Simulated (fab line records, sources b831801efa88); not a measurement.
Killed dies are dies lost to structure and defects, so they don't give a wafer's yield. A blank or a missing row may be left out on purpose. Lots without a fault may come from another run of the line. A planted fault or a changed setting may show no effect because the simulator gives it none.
Split-lot experiment | flow gf180mcu | 5 lots, 23 wafers read, on a route of 602 steps

THE SPLIT
At GF_SAB_DEVELOP_08 (develop time 60 s), the setting develop_time_s was moved away from the recipe's 60 s on 7 of the 23 wafers read, by -12.6% to -6.5%. The other wafers ran this setting at the recipe's value.

The file shows no step between the split and the reading.

THE READING
cd_nm, in nm, at GF_SAB_CD_MEAS_09 (target cd 420 nm). Fault-free wafers of this fab line usually give 418.2 nm, standard deviation 2.2 nm.

wafer  | tool, chamber at the split | develop_time_s as run, s | against the recipe | cd_nm, nm | against lot-mates on the recipe
L074.1 | litho_track-03, 0          | 60                       | recipe             | 418.1     | -
L074.2 | litho_track-03, 0          | 60                       | recipe             | 414.7     | -
L074.3 | litho_track-03, 0          | 60                       | recipe             | 417.0     | -
L074.4 | litho_track-03, 0          | 60                       | recipe             | 416.6     | -
L074.6 | litho_track-03, 0          | 60                       | recipe             | 417.2     | -
L077.1 | litho_track-04, 0          | 52.46                    | -12.6%             | 431.7     | +11.1
L077.2 | litho_track-04, 0          | 52.46                    | -12.6%             | 432.8     | +12.2
L077.4 | litho_track-04, 0          | 60                       | recipe             | 420.2     | -
L077.5 | litho_track-04, 0          | 60                       | recipe             | 420.4     | -
L077.6 | litho_track-04, 0          | 60                       | recipe             | 421.3     | -
L081.2 | litho_track-04, 0          | 60                       | recipe             | 420.2     | -
L081.4 | litho_track-04, 0          | 60                       | recipe             | 418.5     | -
L081.6 | litho_track-04, 0          | 60                       | recipe             | 419.8     | -
L082.1 | litho_track-04, 0          | 56.12                    | -6.5%              | 426.9     | +7.0
L082.3 | litho_track-04, 0          | 60                       | recipe             | 419.4     | -
L082.4 | litho_track-04, 0          | 60                       | recipe             | 419.1     | -
L082.5 | litho_track-04, 0          | 60                       | recipe             | 421.2     | -
L082.6 | litho_track-04, 0          | 56.12                    | -6.5%              | 426.5     | +6.6
L085.1 | litho_track-03, 0          | 60                       | recipe             | 417.8     | -
L085.2 | litho_track-03, 0          | 53.57                    | -10.7%             | 427.4     | +9.7
L085.3 | litho_track-03, 0          | 53.57                    | -10.7%             | 430.0     | +12.3
L085.4 | litho_track-03, 0          | 53.57                    | -10.7%             | 427.7     | +10.0
L085.6 | litho_track-03, 0          | 60                       | recipe             | 417.6     | -

THE FIT
A straight line over all 23 wafers: cd_nm changes by -1.01 nm for each +1% of develop_time_s; r = -0.95; the points scatter about the line by 1.8 nm.
The same after taking each lot's own level away (the mean of its wafers on the recipe; 23 wafers): -0.968 nm for each +1%; r = -0.98; scatter 0.91 nm.
On that fit, the largest move of develop_time_s shifts the reading by 12 nm.
The lots' own levels span 416.72 to 420.63 nm, that is 1.8 times the standard deviation above.
So the lot-to-lot level changes the slope little: the two slopes agree.
Check: with one of the wafers moved furthest among these (-12.6%) left out of the fit, the line predicts +12.5 nm for it against its lot-mates. It came out at +11.1 nm against them.

OTHER SPLITS ON THESE WAFERS
These wafers also went through other splits before the reading. Each is held against what the fit with the lots' levels taken away leaves over:
other split on the same wafers | wafers away from the commonest value | r with cd_nm (lot level and that fit taken away)
GF_NSD_COAT_02 resist_thk_nm   | 4                                    | -0.26
GF_NSD_IMPLANT_10 energy_kev   | 6                                    | +0.13
GF_PSD_COAT_02 spin_rpm        | 11                                   | -0.04
GF_PSD_IMPLANT_09 dose_cm2     | 7                                    | +0.03

THE WHOLE CHAIN: every reading that the file lists as answering this split, in the file's order
step              | what it does                                              | reading                                                    | change (the file's fit)               | r (the file's)
GF_SAB_CD_MEAS_09 | target cd 420 nm                                          | cd_nm                                                      | -0.966 nm for each +1% of the setting | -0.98
GF_SAB_ETCH_11    | etches SiO2 in C4F8/O2/Ar, target depth 55 nm, time 8.5 s | SAB.cd_nm (the simulator's own value, which no gauge read) | -0.969 nm for each +1% of the setting | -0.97

THE FILE'S OWN FIT
cd_nm changes by -0.966 nm for each +1% of develop_time_s, r = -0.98.
